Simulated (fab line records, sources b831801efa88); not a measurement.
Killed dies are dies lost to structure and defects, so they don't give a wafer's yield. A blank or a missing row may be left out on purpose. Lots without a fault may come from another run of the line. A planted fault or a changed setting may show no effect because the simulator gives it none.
Tool commonality check | flow gf180mcu | 11 lots, 33 wafers sampled

WHY IT WAS OPENED
At GF_PSD_RS_MEAS_14 the reading NSD_RS is flagged on 2 of 11 lots. Wafers without a fault read 46.09 ohm/sq, standard deviation 0.084.
Rule: a lot is flagged when every wafer of it that has a number lies more than 4 standard deviations from that mean, or none has a number. The other lots count as sound.

lot  | measured     | on            | NSD_RS (ohm/sq), wafer by wafer | flag
L556 | day 14 13:51 | film_metro-04 | 46.24 46.15 46.27               |
L559 | day 15 02:11 | film_metro-02 | 46.05 46.06 46.10               |
L560 | day 15 16:58 | film_metro-04 | 46.09 46.10 46.11               |
L566 | day 17 19:04 | film_metro-02 | 46.13 46.36 46.20               |
L567 | day 18 06:15 | film_metro-02 | 45.55 45.56 45.42               | FLAGGED
L568 | day 18 16:06 | film_metro-03 | 45.65 45.55 45.65               | FLAGGED
L569 | day 19 04:51 | film_metro-02 | 46.08 46.18 46.10               |
L575 | day 21 08:40 | film_metro-03 | 46.02 46.10 46.06               |
L576 | day 21 17:00 | film_metro-03 | 46.02 46.13 46.03               |
L578 | day 22 04:17 | film_metro-04 | 46.00 46.15 46.13               |
L579 | day 22 12:52 | film_metro-03 | 46.06 46.15 46.14               |
The numbers of the flagged lots are 45.56 ohm/sq on average: -0.53 ohm/sq against the usual, or -6 standard deviations.

WHICH TOOL RAN EACH LOT
The record holds 4 process steps before the reading, out of a route of 602 steps. In each cell: the tool, then ch and the chambers that the sampled wafers went through, then the start.
lot  | flag    | GF_HV_LDD_STRIP_10                   | GF_HV_LDD_STRIP_22                   | GF_NSD_IMPLANT_09               | GF_NSD_STRIP_11
L556 |         | plasma_asher-01 ch 0,1, day 10 08:01 | plasma_asher-01 ch 0,1, day 11 01:49 | implanter-03 ch 0, day 13 16:15 | plasma_asher-04 ch 0,1, day 13 16:33
L559 |         | plasma_asher-02 ch 0,1, day 10 18:58 | plasma_asher-02 ch 0,1, day 11 14:13 | implanter-04 ch 0, day 14 04:41 | plasma_asher-02 ch 1, day 14 04:58
L560 |         | plasma_asher-03 ch 0,1, day 11 08:25 | plasma_asher-02 ch 0,1, day 12 03:22 | implanter-01 ch 0, day 14 19:18 | plasma_asher-02 ch 0,1, day 14 19:36
L566 |         | plasma_asher-03 ch 0,1, day 13 03:35 | plasma_asher-02 ch 0,1, day 13 23:49 | implanter-03 ch 0, day 16 18:48 | plasma_asher-01 ch 0,1, day 16 19:06
L567 | FLAGGED | plasma_asher-03 ch 0, day 13 12:51   | plasma_asher-02 ch 0,1, day 14 09:28 | implanter-03 ch 0, day 17 06:24 | plasma_asher-02 ch 0,1, day 17 06:42
L568 | FLAGGED | plasma_asher-01 ch 0,1, day 13 20:00 | plasma_asher-01 ch 0,1, day 14 17:22 | implanter-03 ch 0, day 17 15:58 | plasma_asher-04 ch 0,1, day 17 16:16
L569 |         | plasma_asher-01 ch 0,1, day 14 06:23 | plasma_asher-01 ch 0,1, day 15 04:11 | implanter-01 ch 0, day 18 03:49 | plasma_asher-02 ch 0,1, day 18 04:05
L575 |         | plasma_asher-01 ch 0,1, day 16 05:25 | plasma_asher-02 ch 1, day 17 04:08   | implanter-04 ch 0, day 20 07:32 | plasma_asher-01 ch 0,1, day 20 07:49
L576 |         | plasma_asher-01 ch 0,1, day 16 12:55 | plasma_asher-03 ch 1, day 17 11:28   | implanter-04 ch 0, day 20 15:57 | plasma_asher-01 ch 0,1, day 20 16:15
L578 |         | plasma_asher-01 ch 0,1, day 17 01:43 | plasma_asher-01 ch 0,1, day 18 01:13 | implanter-03 ch 0, day 21 04:39 | plasma_asher-01 ch 0,1, day 21 04:57
L579 |         | plasma_asher-03 ch 0, day 17 08:21   | plasma_asher-01 ch 0, day 18 08:21   | implanter-04 ch 0, day 21 12:35 | plasma_asher-02 ch 0,1, day 21 12:51
What these steps do:
- GF_HV_LDD_STRIP_10: strips in O2/N2.
- GF_HV_LDD_STRIP_22: strips in O2/N2.
- GF_NSD_IMPLANT_09
- GF_NSD_STRIP_11: strips in O2/N2.
- GF_PSD_RS_MEAS_14: measures by four-point-probe.

FLAGGED OVER TOTAL, TOOL BY TOOL (the gauges that took the reading come last)
step               | tool            | lots run | flagged | share of the flagged lots | sound lots run after its first flagged lot
GF_HV_LDD_STRIP_10 | plasma_asher-01 | 6        | 1       | some                      | 4 (L569,L575,L576,L578)
GF_HV_LDD_STRIP_10 | plasma_asher-02 | 1        | 0       | none                      | -
GF_HV_LDD_STRIP_10 | plasma_asher-03 | 4        | 1       | some                      | 1 (L579)
GF_HV_LDD_STRIP_22 | plasma_asher-01 | 5        | 1       | some                      | 3 (L569,L578,L579)
GF_HV_LDD_STRIP_22 | plasma_asher-02 | 5        | 1       | some                      | 1 (L575)
GF_HV_LDD_STRIP_22 | plasma_asher-03 | 1        | 0       | none                      | -
GF_NSD_IMPLANT_09  | implanter-01    | 2        | 0       | none                      | -
GF_NSD_IMPLANT_09  | implanter-03    | 5        | 2       | all                       | 1 (L578)
GF_NSD_IMPLANT_09  | implanter-04    | 4        | 0       | none                      | -
GF_NSD_STRIP_11    | plasma_asher-01 | 4        | 0       | none                      | -
GF_NSD_STRIP_11    | plasma_asher-02 | 5        | 1       | some                      | 2 (L569,L579)
GF_NSD_STRIP_11    | plasma_asher-04 | 2        | 1       | some                      | 0
GF_PSD_RS_MEAS_14  | film_metro-02   | 4        | 1       | some                      | 1 (L569)
GF_PSD_RS_MEAS_14  | film_metro-03   | 4        | 1       | some                      | 3 (L575,L576,L579)
GF_PSD_RS_MEAS_14  | film_metro-04   | 3        | 0       | none                      | -

WHAT THE TABLE ALLOWS
1 row of the table ran every flagged lot: implanter-03 at GF_NSD_IMPLANT_09.
- implanter-03 at GF_NSD_IMPLANT_09: 2 of its 5 lots flagged. Sound lots ran on it after the first flagged one (L578), which a lasting fault on the whole tool wouldn't allow. Its own readings lie more than 4 standard deviations out on every wafer of the flagged lots: dose_ions_cm2.
No row of the table ran every flagged lot and no sound lot after the first.

WHAT THE SIMULATOR HAD PUT IN
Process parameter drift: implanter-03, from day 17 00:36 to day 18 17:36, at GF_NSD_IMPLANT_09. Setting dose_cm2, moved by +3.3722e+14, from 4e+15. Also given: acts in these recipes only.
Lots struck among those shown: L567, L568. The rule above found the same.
